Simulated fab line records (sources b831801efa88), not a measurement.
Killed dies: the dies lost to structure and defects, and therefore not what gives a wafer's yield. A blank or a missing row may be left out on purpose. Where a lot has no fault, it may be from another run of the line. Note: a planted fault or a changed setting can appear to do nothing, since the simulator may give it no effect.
Code-filled problem report in 8D (eight disciplines) form | flow sky130 | the parts of the form that need people (team, actions taken, sign-off) are left out

1. THE PROBLEM
Mean LDD_HVN_TW at SKY_LDD_HVN_TW_MEAS_10: 1289 over 6 wafers in 2 lots; fault-free wafers: 1434, standard deviation 9.4. That puts it -15 standard deviations away from the usual mean.
Seen first at day 25 02:35 on film_metro-04, wafer L369.1. The record holds 39 wafers of 13 lots with a number at this step. The rule behind "out" and "out of limits": a value lying over 4 standard deviations away from the usual mean. The other wafers with a number count as sound.

2. WHAT IT IS, AND WHAT IT ISN'T
question                    | is                     | is not
which readings at this step | LDD_HVN_TW             | -
which lots                  | L369, L371             | L355, L356, L358, L359, L361, L362, L363, L374, L375, L377, L378
which wafers of those lots  | all that have a number | -
read on which gauges        | film_metro-04          | film_metro-02, film_metro-03
when                        | from day 25 02:35      | up to then (21 sound wafers); but 12 sound wafers of L374, L375, L377, L378 came after

3. SUSPECTS, AND WHAT RULES EACH OUT
Counting: a tool stays on the suspect list if, at a process step up to the reading, it processed all lots that are out and no sound lot following the first of them.
- the gauge at SKY_LDD_HVN_TW_MEAS_10 is ruled out. All the wafers that are out were read on film_metro-04, but those of them that SKY_LDD_HVN_IMPLANT_08 has rows for are out there too, on other tools.
- plasma_asher-03 at SKY_LDD_P_STRIP_10 (strips in O2/N2): ruled out as a lasting fault. The sound lots L378, L374 went through it after L369, its earliest lot that is out (day 23 20:29).
- implanter-01 at SKY_LDD_HVN_IMPLANT_08: ruled out as a lasting fault. The sound lots L378, L377 went through it after L369, its earliest lot that is out (day 25 02:20).
Left after counting: nothing in the record.

4. THE CAUSE (what the simulator had put in)
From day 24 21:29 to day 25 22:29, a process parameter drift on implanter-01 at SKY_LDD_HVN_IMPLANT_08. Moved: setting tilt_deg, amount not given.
Counting ruled it out, wrongly: the rule takes a fault to strike every lot that its tool runs from its start on, and this one did not.

5. SEQUENCE OF EFFECTS, ordered by route
Rows list readings where the struck wafers' mean (over those with a number) sits beyond 3 standard deviations from the usual. Scope: only readings with a usual standard deviation given in the record; hours: median across lots of the time from each lot's start at the first step in this table that gives one to its start at this step; sigmas: change in usual standard deviations.
hours | step                   | reading    | usual          | on struck wafers | change  | sigmas
0     | SKY_LDD_HVN_IMPLANT_08 | tilt_deg   | 40.002 degrees | -0.011           | -40.013 | -99 or more
0     | SKY_LDD_HVN_TW_MEAS_10 | LDD_HVN_TW | 1434           | 1289             | -145    | -15
Here are the process steps it includes:
- SKY_LDD_HVN_IMPLANT_08

6. HOW IT WOULD HAVE BEEN CAUGHT EARLIER
In this record the first reading out of limits at a measuring or inspecting step was taken at day 25 02:35, 5 hours after the fault began at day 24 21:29.
At SKY_LDD_HVN_IMPLANT_08, the tool's own readings (tilt_deg) were out on each struck wafer the step has a row for, so an alarm limit on them would have fired on the first such wafer.
